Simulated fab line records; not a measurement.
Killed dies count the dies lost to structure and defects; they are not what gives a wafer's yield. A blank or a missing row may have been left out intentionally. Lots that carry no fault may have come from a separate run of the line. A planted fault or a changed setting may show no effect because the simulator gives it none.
A struck lot beside a sound one + flow sky130 + 16 out of 708 route steps
Sound: wafers L746.3, L746.4, L746.6. Wafers struck: L739.2, L739.3, L739.6. Last of all comes the cause.
Per side, at each step with rows, come the tool, then ch with its chambers, and then its first start. Under that, the readings that differ: sound wafers + struck wafers + difference of the means + sigmas: that difference in standard deviations of wafers without a fault.
alike: readings whose means differ by less than 2 such deviations, and words and numbers that are the same on both sides. not compared: withheld readings, readings that some wafer has no value for, bounds like >300 that may hide the same value, and numbers for which the record gives no deviation and whose values overlap.
A row with sigmas, a row that says differs or no value, or rows on one side alone: a step with any of these is where the two part. When numbers do not overlap yet have no deviation, they are printed without sigmas and do not part them. A reading missing from all wafers of one side parts the sides only when that side holds two or more wafers.

first, 2 steps without rows for these wafers: SKY_VT_ADJUST_PCH_PEB_05; SKY_VT_ADJUST_PCH_DEVELOP_06 (develop time 60 s).
SKY_VT_ADJUST_PCH_OVL_MEAS_07:
  struck on overlay-02, day 14 12:11; sound on overlay-01, day 16 23:53
  alike: VT_ADJUST_PCH_OVL
after that, 1 step had no rows for these wafers: SKY_VT_ADJUST_PCH_IMPLANT_08.
SKY_VT_ADJUST_PCH_STRIP_09: strips in O2/N2.
  sound on plasma_asher-03 ch 0,1, day 17 00:06; struck on plasma_asher-03 ch 1, day 14 12:22
  alike: drypump_motor_current_A, oes_product_au, strip_time_to_endpoint_s
  not compared: rf_hours_counter_h
SKY_VT_ADJUST_PCH_TW_MEAS_10:
  struck on film_metro-03, day 14 12:28; sound on film_metro-03, day 17 00:11
  alike: VT_ADJUST_PCH_TW
then, 6 steps without rows for these wafers: SKY_SONOS_TUNNEL_DEHYDRATE_00 (time 60 s); SKY_SONOS_TUNNEL_HMDS_01 (prime time 60 s); SKY_SONOS_TUNNEL_COAT_02 (resist thk 1140 nm); SKY_SONOS_TUNNEL_SOFTBAKE_03 (time 60 s); SKY_SONOS_TUNNEL_EXPOSE_04 (exposes mask TUNM, target cd 410 nm); SKY_SONOS_TUNNEL_PEB_05.
SKY_SONOS_TUNNEL_DEVELOP_06: develop time 60 s.
  sound on litho_track-02 ch 0, day 18 04:41; struck on litho_track-01 ch 0, day 15 15:04
| reading                       | sound             | struck          | difference | sigmas |
|-------------------------------|-------------------|-----------------|------------|--------|
| model.SONOS_TUNNEL.cd_nm (nm) | 412.1 413.9 412.9 | 399.3 397 398.6 | -14.7      |        |
SKY_SONOS_TUNNEL_CD_MEAS_07: target cd 410 nm.
  struck on cd_sem-02, day 15 15:12; sound on cd_sem-01, day 18 04:50
| reading    | sound             | struck            | difference | sigmas |
|------------|-------------------|-------------------|------------|--------|
| cd_nm (nm) | 412.1 413.9 413.1 | 399.1 396.9 398.5 | -14.9      | -7     |
SKY_SONOS_TUNNEL_OVL_MEAS_08:
  struck on overlay-01, day 15 15:19; sound on overlay-02, day 18 04:55
  alike: SONOS_TUNNEL_OVL
-- here the record skips 33 days between the struck wafers' starts before and after, leaving off in module SONOS_TUNNEL and picking up in module PAD_OPEN (first step shown: number 708 of the route) --
SKY_PAD_OPEN_PROBE_99:
  struck on prober-01, day 48 18:31; sound on prober-02, day 50 08:41
  alike: killed_at_M0_to_M3, killed_at_M4_up, killed_at_contacts, killed_at_front_end, killed_at_other, killed_dies, killed_open, killed_short

## WHERE THEY PART
At SKY_SONOS_TUNNEL_CD_MEAS_07 and nowhere else, as far as this record goes. Later steps at which nothing parts them and some readings are alike: SKY_SONOS_TUNNEL_OVL_MEAS_08, SKY_PAD_OPEN_PROBE_99.

WHY: what the simulator had put in
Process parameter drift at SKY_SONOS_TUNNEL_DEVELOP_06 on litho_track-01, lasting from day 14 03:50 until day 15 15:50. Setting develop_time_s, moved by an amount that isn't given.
